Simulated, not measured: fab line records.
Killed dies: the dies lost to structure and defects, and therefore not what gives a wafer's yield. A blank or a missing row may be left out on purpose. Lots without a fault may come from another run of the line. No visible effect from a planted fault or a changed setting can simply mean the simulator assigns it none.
fab line records	flow sky130
record: lots: 7	wafers: 21	last_day: 49
route steps=708 shown METAL3@561 VIA3@573 PAD_OPEN@708
lots that met no fault: from a run of the same line without faults
start_h: hours from the record's first day to the start of the lot's first wafer shown	wait_h: hours since the lot's step before	" repeats the value in the row above	L1.1+2: a single row standing in for several wafers	- no value, or no start given	* or withheld: withheld	< > ~ a bound
route shown NAME@n: a module of which the file shows steps, and the number in the route of the first	usual: mean and standard deviation over wafers with no fault	same: alike in all rows	chamber/n: place in a boat	sites: readings site by site	_std_site: their standard deviation	_edge_site: mean of outer sites minus mean of inner sites	radius_mm: how far each site lies from the wafer's centre	mask NAME#n: copy n	behind: the most recent tool/chamber to have shaped the wafer	hold: the reason the lot was held/the length of the hold in hours/how it ended	device: which transistor (n, p or np) failed to switch	end of line: the same wafers' tests at the end of the route	a step with no rows: only its recipe	killed: not the wafer's yield, but the dies lost to structure and defects at the first sort	map: shows each die of a wafer: x if killed, . if not, _ if none is there
set.NAME: the setting that was run; set.NAME@STEP: the one run at that earlier step	model.NAME: the simulator's own value behind a step, which no gauge read
lots seen at some steps along the route; tables by step, rows by wafer
services: a tool's chamber out of use, with start hour (start_h, from the record's first day; less than 0 if before it), hours out, and reason
== steps ==
step: SKY_METAL3_PEB_11
recipe: peb_temp_c: withheld	peb_time_s: withheld	resist: KrF-thick
step: SKY_METAL3_DEVELOP_12
recipe: develop_time_s: 60	resist: KrF-thick	dev_temp_c: 21
step: SKY_METAL3_CD_MEAS_13
recipe: target_cd_nm: 300
usual: cd_nm: 299.9/1.5
lot.wafer	tool	chamber	start_h	wait_h	cd_nm
L262.1	cd_sem-01	-	901.20	-	298.9
L262.2	"	-	"	"	298.9
L262.4	"	-	"	"	298.3
L265.1	cd_sem-02	-	930.75	-	302.1
L265.2	"	-	"	"	300.5
L265.6	"	-	"	"	301.2
L270.1	cd_sem-02	-	965.75	-	299.5
L270.2	"	-	"	"	297.7
L270.3	"	-	"	"	298.5
L271.1	cd_sem-02	-	972.75	-	299.4
L271.4	"	-	"	"	299.8
L271.5	"	-	"	"	299.3
L272.2	cd_sem-01	-	982.85	-	299.1
L272.4	"	-	"	"	300.1
L272.5	"	-	"	"	300.6
L278.2	cd_sem-02	-	1016.53	-	299.6
L278.4	"	-	"	"	298.6
L278.6	"	-	"	"	300.1
L281.2	cd_sem-02	-	1033.47	-	300.6
L281.3	"	-	"	"	302.0
L281.4	"	-	"	"	301.0
step: SKY_METAL3_OVL_MEAS_14
usual: METAL3_OVL: 0/5.1
lot.wafer	tool	chamber	start_h	wait_h	METAL3_OVL[nm]
L262.1	overlay-01	-	901.32	0.1	7
L262.2	"	-	"	"	3
L262.4	"	-	"	"	6
L265.1	overlay-02	-	930.87	0.1	1
L265.2	"	-	"	"	-6
L265.6	"	-	"	"	-1
L270.1	overlay-02	-	965.87	0.1	-1
L270.2	"	-	"	"	-3
L270.3	"	-	"	"	1
L271.1	overlay-02	-	972.87	0.1	7
L271.4	"	-	"	"	11
L271.5	"	-	"	"	7
L272.2	overlay-02	-	982.96	0.1	0
L272.4	"	-	"	"	2
L272.5	"	-	"	"	-4
L278.2	overlay-02	-	1016.64	0.1	5
L278.4	"	-	"	"	10
L278.6	"	-	"	"	2
L281.2	overlay-02	-	1033.57	0.1	-2
L281.3	"	-	"	"	-5
L281.4	"	-	"	"	-4
step: SKY_METAL3_DESCUM_15
recipe: chemistry: O2	source_power_w: 150	bias_power_w: 0	pressure_mtorr: 10	temp_c: 40	time_s: 8
usual: chamber_pressure_mTorr: 10.001/0.0087	drypump_motor_current_A: 5.6/0.37	oes_product_au: 1.004/0.0088
lot.wafer	tool	chamber	start_h	wait_h	chamber_pressure_mTorr	drypump_motor_current_A	oes_product_au	rf_hours_counter_h
L262.1	rie_metal-03	0	901.35	0.0	9.996	5.5	1.004	17
L262.2	"	1	"	"	9.995	5.2	1.005	5
L262.4	"	1	"	"	10.000	5.1	0.996	-
L265.1	rie_metal-03	1	930.90	0.0	9.996	5.1	1.005	6
L265.2	"	1	"	"	10.007	5.1	1.002	-
L265.6	"	1	"	"	9.986	5.1	1.017	-
L270.1	rie_metal-01	1	965.90	0.0	10.013	5.8	1.000	12
L270.2	"	0	"	"	10.010	5.8	1.015	15
L270.3	"	0	"	"	9.995	5.8	1.024	-
L271.1	rie_metal-04	0	972.90	0.0	9.993	6.2	0.996	3
L271.4	"	1	"	"	9.983	5.5	0.999	-
L271.5	"	0	"	"	10.014	6.2	0.997	-
L272.2	rie_metal-01	0	982.99	0.0	9.991	5.8	1.022	15
L272.4	"	1	"	"	9.997	5.8	1.004	-
L272.5	"	1	"	"	9.995	5.8	1.001	-
L278.2	rie_metal-01	0	1016.67	0.0	10.008	5.8	1.019	17
L278.4	"	0	"	"	9.999	5.8	1.020	-
L278.6	"	0	"	"	9.979	5.8	1.023	-
L281.2	rie_metal-03	0	1033.60	0.0	10.009	5.5	1.013	5
L281.3	"	1	"	"	10.013	5.1	1.000	-
L281.4	"	0	"	"	10.021	5.5	1.007	-
step: SKY_METAL3_ETCH_16
recipe: chemistry: N2/H2	target: BARC	ion_energy_ev: 200	bias_w: 100	pressure_mtorr: 30	n2_flow_sccm: 100	h2_flow_sccm: 200	icp_w: 500	stop_on: SiO2	time_s: 88.2	target_depth_a: 600
usual: chamber_pressure_mTorr: 29.99/0.036	drypump_motor_current_A: 5.6/0.37	oes_product_au: 0.626/0.0039	throttle_valve_pct: 13.205/0.0092
lot.wafer	tool	chamber	start_h	wait_h	chamber_pressure_mTorr	drypump_motor_current_A	oes_product_au	rf_hours_counter_h	throttle_valve_pct
L262.1	rie_metal-03	0	901.39	0.0	29.99	5.5	0.628	17	13.197
L262.2	"	1	"	"	30.01	5.1	0.633	5	13.215
L262.4	"	1	"	"	30.02	5.1	0.629	-	13.201
L265.1	rie_metal-03	1	930.97	0.1	29.99	5.1	0.626	6	13.197
L265.2	"	1	"	"	30.01	5.1	0.629	-	13.216
L265.6	"	1	"	"	30.00	5.1	0.621	-	13.199
L270.1	rie_metal-01	1	965.94	0.0	29.98	5.8	0.620	12	13.205
L270.2	"	0	"	"	30.00	5.8	0.623	15	13.200
L270.3	"	0	"	"	29.98	5.8	0.624	-	13.214
L271.1	rie_metal-04	0	972.94	0.0	29.97	6.2	0.624	3	13.209
L271.4	"	1	"	"	29.99	5.6	0.628	-	13.190
L271.5	"	0	"	"	30.03	6.2	0.624	-	13.203
L272.2	rie_metal-01	0	983.02	0.0	29.71	5.8	0.627	15	13.205
L272.4	"	1	"	"	30.02	5.8	0.626	-	13.195
L272.5	"	1	"	"	29.98	5.8	0.622	-	13.207
L278.2	rie_metal-01	0	1016.70	0.0	30.00	5.8	0.624	17	13.218
L278.4	"	0	"	"	29.98	5.8	0.631	-	13.212
L278.6	"	0	"	"	30.03	5.8	0.622	-	13.212
L281.2	rie_metal-03	0	1033.64	0.0	30.01	5.5	0.626	5	13.198
L281.3	"	1	"	"	30.01	5.1	0.626	-	13.208
L281.4	"	0	"	"	30.01	5.5	0.628	-	13.208
step: SKY_METAL3_ETCH_17
recipe: target: SiO2	stop_on: TiN	chemistry: C4F8/O2/Ar	source_w: 1500	bias_w: 1200	pressure_mtorr: 40	c4f8_flow_sccm: withheld	O2_flow_sccm: 6	Ar_flow_sccm: 300	time_s: 3.9	target_depth_a: 150
usual: chamber_pressure_mTorr: 40.00/0.037	oes_product_au: 0.752/0.0081
lot.wafer	tool	chamber	start_h	wait_h	chamber_pressure_mTorr	oes_product_au	rf_hours_counter_h
L262.1	rie_diel-01	3	901.48	0.1	40.01	0.748	3
L262.2	"	2	"	"	39.98	0.755	19
L262.4	"	0	"	"	39.97	0.756	14
L265.1	rie_diel-04	2	931.16	0.2	39.95	0.733	24
L265.2	"	3	"	"	40.08	0.743	19
L265.6	"	1	"	"	40.05	0.745	-
L270.1	rie_diel-02	0	966.03	0.1	40.00	0.748	19
L270.2	"	1	"	"	40.02	0.754	11
L270.3	"	3	"	"	40.06	0.749	17
L271.1	rie_diel-02	0	973.03	0.1	39.99	0.747	19
L271.4	"	3	"	"	39.92	0.760	17
L271.5	"	3	"	"	40.04	0.755	-
L272.2	rie_diel-01	2	983.12	0.1	40.00	0.750	22
L272.4	"	0	"	"	40.04	0.759	16
L272.5	"	3	"	"	39.99	0.767	-
L278.2	rie_diel-04	2	1016.80	0.1	39.98	0.739	27
L278.4	"	3	"	"	40.00	0.740	22
L278.6	"	0	"	"	40.00	0.742	-
L281.2	rie_diel-04	3	1033.74	0.1	40.04	0.764	22
L281.3	"	1	"	"	40.08	0.754	6
L281.4	"	2	"	"	39.97	0.749	27
step: SKY_METAL3_METAL_ETCH_18
recipe: target_depth_a: 8450	stop_on: SiO2	over_etch_frac: 0.3	time_s: 183.1	chemistry: Cl2/BCl3	resist_sidewall_deg: 88	pressure_mtorr: 10	icp_w: 900	bias_w: 48.5	Cl2_flow_sccm: 60	bcl3_flow_sccm: 30
step: SKY_METAL3_STRIP_19
recipe: chemistry: O2/N2	power_w: 1400	pressure_mtorr: 1500	platen_temp_c: withheld	o2_flow_sccm: 3000	n2_flow_sccm: 300	overash_fraction: 0.5
usual: chamber_pressure_mTorr: 1500.2/1.3	drypump_motor_current_A: 5.4/0.32	oes_product_au: 0.500/0.0063	strip_time_to_endpoint_s: 6.47/0.084
lot.wafer	tool	chamber	start_h	wait_h	chamber_pressure_mTorr	drypump_motor_current_A	oes_product_au	rf_hours_counter_h	strip_time_to_endpoint_s
L262.1	plasma_asher-04	0	901.86	0.3	1498.8	5.7	0.501	71	6.49
L262.2	"	1	"	"	1500.8	5.6	0.499	71	6.47
L262.4	"	0	"	"	1499.3	5.7	0.506	-	6.51
L265.1	plasma_asher-03	0	931.36	0.1	1502.0	4.9	0.498	109	6.48
L265.2	"	1	"	"	1500.5	5.2	0.499	109	6.43
L265.6	"	1	"	"	1501.8	5.3	0.509	-	6.62
L270.1	plasma_asher-03	0	966.23	0.1	1500.5	4.9	0.499	113	6.47
L270.2	"	1	"	"	1502.7	5.2	0.498	113	6.50
L270.3	"	0	"	"	1500.1	4.9	0.502	-	6.47
L271.1	plasma_asher-04	1	973.23	0.1	1500.2	5.6	0.506	79	6.44
L271.4	"	0	"	"	1498.4	5.7	0.495	-	6.54
L271.5	"	1	"	"	1501.2	5.6	0.502	-	6.57
L272.2	plasma_asher-03	1	983.31	0.1	1496.9	5.2	0.512	115	6.46
L272.4	"	0	"	"	1500.0	4.9	0.501	-	6.50
L272.5	"	0	"	"	1499.6	4.9	0.500	-	6.48
L278.2	plasma_asher-02	0	1016.99	0.1	1500.2	5.8	0.498	26	6.41
L278.4	"	1	"	"	1500.9	5.5	0.497	-	6.48
L278.6	"	0	"	"	1501.9	5.8	0.503	-	6.48
L281.2	plasma_asher-02	0	1033.93	0.1	1498.2	5.8	0.504	28	6.52
L281.3	"	1	"	"	1499.8	5.5	0.504	-	6.53
L281.4	"	0	"	"	1497.9	5.8	0.500	-	6.49
step: SKY_METAL3_STRIP_20
recipe: chemistry: post_etch_residue_remover	time_s: 1200	temp_c: 72.5
step: SKY_METAL3_CLEAN_21
recipe: chemistry: IPA	time_s: 180	temp_c: 25
step: SKY_METAL3_CLEAN_22
recipe: chemistry: O3/DIW	dry: n2_spin
step: SKY_VIA3_HDPCVD_00
recipe: material: SiO2	target_thk_nm: 1635	sigma_open_frac: 0.3	time_s: 272.5	temp_c: 400	sih4_flow_sccm: 60	pressure_mtorr: 6
usual: sih4_flow_sccm: 59.99/0.2
lot.wafer	tool	chamber	start_h	wait_h	sih4_flow_sccm	model.SiO2_of_VIA3_HDPCVD_00.thk_nm
L262.1	hdpcvd-01	2	902.49	0.0	59.88	1660
L262.2	"	1	"	"	59.94	1631
L262.4	"	0	"	"	59.80	1621
L265.1	hdpcvd-02	2	931.95	0.0	60.11	1645
L265.2	"	0	"	"	60.51	1628
L265.6	"	2	"	"	59.99	1624
L270.1	hdpcvd-01	0	966.86	0.0	72.00	1969
L270.2	"	2	"	"	71.97	2000
L270.3	"	1	"	"	72.26	1993
L271.1	hdpcvd-01	0	973.86	0.0	72.34	1939
L271.4	"	0	"	"	72.18	1948
L271.5	"	2	"	"	71.90	1971
L272.2	hdpcvd-01	2	983.90	0.0	71.86	1979
L272.4	"	1	"	"	71.80	1955
L272.5	"	0	"	"	72.32	1951
L278.2	hdpcvd-02	1	1017.64	0.0	59.93	1644
L278.4	"	1	"	"	59.89	1637
L278.6	"	0	"	"	59.98	1643
L281.2	hdpcvd-02	0	1034.54	0.0	60.00	1645
L281.3	"	1	"	"	60.17	1645
L281.4	"	1	"	"	59.99	1647
step: SKY_VIA3_THK_MEAS_01
recipe: reads: SiO2_of_VIA3_HDPCVD_00
usual: VIA3_HDPCVD_THK: 1632/16
lot.wafer	tool	chamber	start_h	wait_h	VIA3_HDPCVD_THK[nm]
L262.1	film_metro-02	-	902.66	0.1	1661
L262.2	"	-	"	"	1632
L262.4	"	-	"	"	1621
L265.1	film_metro-04	-	932.12	0.1	1644
L265.2	"	-	"	"	1629
L265.6	"	-	"	"	1623
L270.1	film_metro-02	-	967.03	0.1	1970
L270.2	"	-	"	"	2001
L270.3	"	-	"	"	1991
L271.1	film_metro-04	-	974.03	0.1	1940
L271.4	"	-	"	"	1947
L271.5	"	-	"	"	1970
L272.2	film_metro-04	-	984.08	0.1	1980
L272.4	"	-	"	"	1956
L272.5	"	-	"	"	1952
L278.2	film_metro-01	-	1017.82	0.1	1644
L278.4	"	-	"	"	1636
L278.6	"	-	"	"	1643
L281.2	film_metro-02	-	1034.71	0.1	1644
L281.3	"	-	"	"	1646
L281.4	"	-	"	"	1648
step: SKY_VIA3_CMP_02
recipe: material: SiO2	down_force_psi: 4	platen_rpm: 60	pad_velocity_m_s: 0.94248
usual: motor_current_A: 12.7/1.2
lot.wafer	tool	chamber	start_h	wait_h	motor_current_A
L262.1	cmp-02	3	902.97	0.3	14.0
L262.4	"	0	"	"	15.2
L262.2	"	1	"	"	12.2
L265.1	cmp-01	1	932.23	0.1	12.8
L265.2	"	3	"	"	11.2
L265.6	"	0	"	"	10.8
L270.2	cmp-02	2	967.14	0.1	12.3
L270.3	"	3	"	"	14.2
L270.1	"	0	"	"	14.9
L271.1	cmp-02	1	974.09	0.1	12.2
L271.4	"	0	"	"	14.5
L271.5	"	1	"	"	13.1
L272.4	cmp-01	0	984.18	0.1	11.1
L272.2	"	1	"	"	14.0
L272.5	"	3	"	"	11.0
L278.2	cmp-01	0	1017.89	0.1	11.3
L278.4	"	1	"	"	12.5
L278.6	"	0	"	"	11.6
L281.2	cmp-01	2	1034.76	0.0	13.0
L281.3	"	3	"	"	11.0
L281.4	"	0	"	"	11.0
step: SKY_PAD_OPEN_PROBE_99
usual: defect_limited_yield: 82.8/1.9	killed_at_M0_to_M3: 43/7.3	killed_at_M4_up: 3.6/1.9	killed_at_contacts: 23/5.3	killed_at_front_end: 15/4.5	killed_at_other: 0.3/0.72	killed_dies: 85/9.4	killed_open: 46/6.7	killed_short: 38/6.8	sort_bin_3_pad_short: 0.8/0.36	sort_bin_5_function: 10.1/1.3	sort_bin_6_memory: 6.3/1.2	sort_n_pass: 407/9.4	sort_yield_pct: 82.8/1.9
same: gross_dies: 492	killed_at_back_side: 0	sort_bin_4_leakage[%]: 0	sort_bin_8_speed[%]: 0
lot.wafer	tool	chamber	start_h	wait_h	defect_limited_yield[%]	killed_at_M0_to_M3	killed_at_M4_up	killed_at_contacts	killed_at_front_end	killed_at_other	killed_dies	killed_open	killed_short	sort_bin_3_pad_short[%]	sort_bin_5_function[%]	sort_bin_6_memory[%]	sort_n_pass	sort_yield_pct[%]
L262.1	prober-01	-	1076.16	0.1	82.5	46	2	28	9	1	86	53	32	1.0	8.7	7.7	406	82.5
L262.2	prober-01	-	1076.21	0.1	84.3	44	3	19	11	0	77	34	43	1.0	6.9	7.7	415	84.3
L262.4	prober-01	-	1076.31	0.2	82.5	50	3	23	10	0	86	52	33	1.4	9.1	6.9	406	82.5
L265.1	prober-01	-	1099.06	0.1	84.6	46	5	16	9	0	76	38	38	0.2	9.3	5.9	416	84.6
L265.2	prober-01	-	1099.11	0.1	81.3	49	5	23	13	2	92	47	43	1.0	10.6	7.1	400	81.3
L265.6	prober-01	-	1099.31	0.2	87.4	31	2	19	10	0	62	37	25	1.2	6.9	4.5	430	87.4
L278.2	prober-01	-	1169.52	0.1	83.3	41	7	20	14	0	82	39	42	1.4	8.9	6.3	410	83.3
L278.4	prober-01	-	1169.62	0.2	81.9	52	3	14	20	0	89	42	46	1.0	10.2	6.9	403	81.9
L278.6	prober-01	-	1169.72	0.2	83.1	41	4	20	18	0	83	46	37	1.0	10.4	5.5	409	83.1
killed by level:class
L262.1 VIA1:geometric_particle:open=12 CONTACT:geometric_particle:open=10 VIA2:geometric_particle:open=8 LI_CONTACT:geometric_particle:open=7 VIA3:geometric_particle:open=5 LOCAL_INTERCONNECT:geometric_particle:short=4 VIA3:geometric_particle:short=4 METAL1:geometric_particle:short=4
L262.2 VIA3:geometric_particle:open=8 VIA2:geometric_particle:open=6 VIA1:geometric_particle:open=6 METAL2:geometric_particle:short=6 LOCAL_INTERCONNECT:geometric_particle:short=5 CONTACT:geometric_particle:open=5 METAL1:geometric_particle:short=5 VIA3:geometric_particle:short=5
L262.4 VIA1:geometric_particle:open=15 LI_CONTACT:geometric_particle:open=11 VIA2:geometric_particle:open=8 METAL2:geometric_particle:short=7 METAL2:geometric_particle:open=4 VIA3:geometric_particle:open=4 METAL1:geometric_particle:short=4 VIA2:geometric_particle:short=4
L265.1 VIA2:geometric_particle:open=11 METAL2:geometric_particle:short=7 METAL1:geometric_particle:short=6 VIA3:geometric_particle:open=6 VIA3:geometric_particle:short=5 FIELD_ISO:geometric_particle:open=4 CONTACT:geometric_particle:open=4 CONTACT:geometric_particle:short=4
L265.2 VIA3:geometric_particle:open=9 METAL2:geometric_particle:short=8 LI_CONTACT:geometric_particle:open=7 VIA1:geometric_particle:open=7 FIELD_ISO:geometric_particle:open=5 LI_CONTACT:geometric_particle:short=5 CONTACT:geometric_particle:open=5 VIA2:geometric_particle:open=5
L265.6 CONTACT:geometric_particle:open=8 VIA3:geometric_particle:open=8 VIA1:geometric_particle:open=6 LI_CONTACT:geometric_particle:open=5 VIA2:geometric_particle:open=4 VIA3:geometric_particle:short=4 LOCAL_INTERCONNECT:geometric_particle:short=3 METAL2:geometric_particle:short=3
L278.2 VIA1:geometric_particle:open=10 METAL1:geometric_particle:short=7 POLY_GATE:geometric_particle:short=6 LOCAL_INTERCONNECT:geometric_particle:short=6 LI_CONTACT:geometric_particle:open=5 CONTACT:geometric_particle:open=5 VIA3:geometric_particle:open=5 VIA2:geometric_particle:open=4
L278.4 VIA2:geometric_particle:open=9 VIA1:geometric_particle:short=7 VIA2:geometric_particle:short=7 CONTACT:geometric_particle:open=6 VIA1:geometric_particle:open=6 SPACER:geometric_particle:short=5 LI_CONTACT:geometric_particle:open=5 VIA3:geometric_particle:open=5
L278.6 VIA2:geometric_particle:open=9 CONTACT:geometric_particle:open=8 METAL2:geometric_particle:short=7 LI_CONTACT:geometric_particle:open=6 POLY_GATE:geometric_particle:open=5 VIA1:geometric_particle:short=5 VIA1:geometric_particle:open=5 VIA3:geometric_particle:open=5
== services ==
tool	chamber	start_h	hours	kind
rie_diel-04	0	877.94	16.6	repair
cmp-02	-	878.64	1.5	repair
hdpcvd-01	-	882.14	0.5	repair
rie_diel-04	2	890.18	4.5	repair
cmp-01	-	900.26	4.1	repair
rie_metal-01	-	902.09	14.6	pm
cmp-02	-	912.38	4.0	pm
cmp-02	-	916.38	-	consumable_replace:conditioner
cmp-02	-	916.38	-	consumable_replace:pad
cmp-02	-	927.96	0.9	repair
rie_metal-03	0	930.86	-	clean
rie_metal-03	0	930.86	15.0	scheduled_down
rie_metal-03	0	930.86	15.0	vent_cycle
rie_diel-01	3	934.08	5.8	repair
hdpcvd-02	-	950.25	15.0	pm
rie_diel-02	1	951.80	3.0	repair
plasma_asher-02	-	955.45	14.6	pm
rie_diel-04	0	967.30	8.1	repair
cmp-02	-	987.26	1.4	repair
rie_diel-04	3	1008.52	2.7	repair
rie_metal-03	-	1010.49	2.8	pm
rie_diel-01	3	1010.89	5.0	repair
hdpcvd-01	-	1014.22	2.3	repair
rie_diel-01	3	1027.30	13.1	repair
== key ==
first_sign: step: SKY_VIA3_HDPCVD_00	reading: sih4_flow_sccm	direction: up	sigmas: 61	usual: 59.99	struck: 72.07
effect: step: SKY_VIA3_THK_MEAS_01	reading: VIA3_HDPCVD_THK	direction: up	sigmas: 21	usual: 1632	struck: 1967
model_effect: step: SKY_VIA3_HDPCVD_00	value: SiO2_of_VIA3_HDPCVD_00.thk_nm	without: 1640	struck: 1967
met_at SKY_VIA3_HDPCVD_00
struck_wafers L270.1,L270.2,L270.3,L271.1,L271.4,L271.5,L272.2,L272.4,L272.5
onset_between 902.49 966.86
fault: kind: process_parameter_drift	tool: hdpcvd-01	chamber: -	onset_h: 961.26	steps: SKY_VIA3_HDPCVD_00	channel: sih4_flow_sccm	offset: 12	shape: step	end_h: 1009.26	acts_in: these_recipes_only	stated: 60
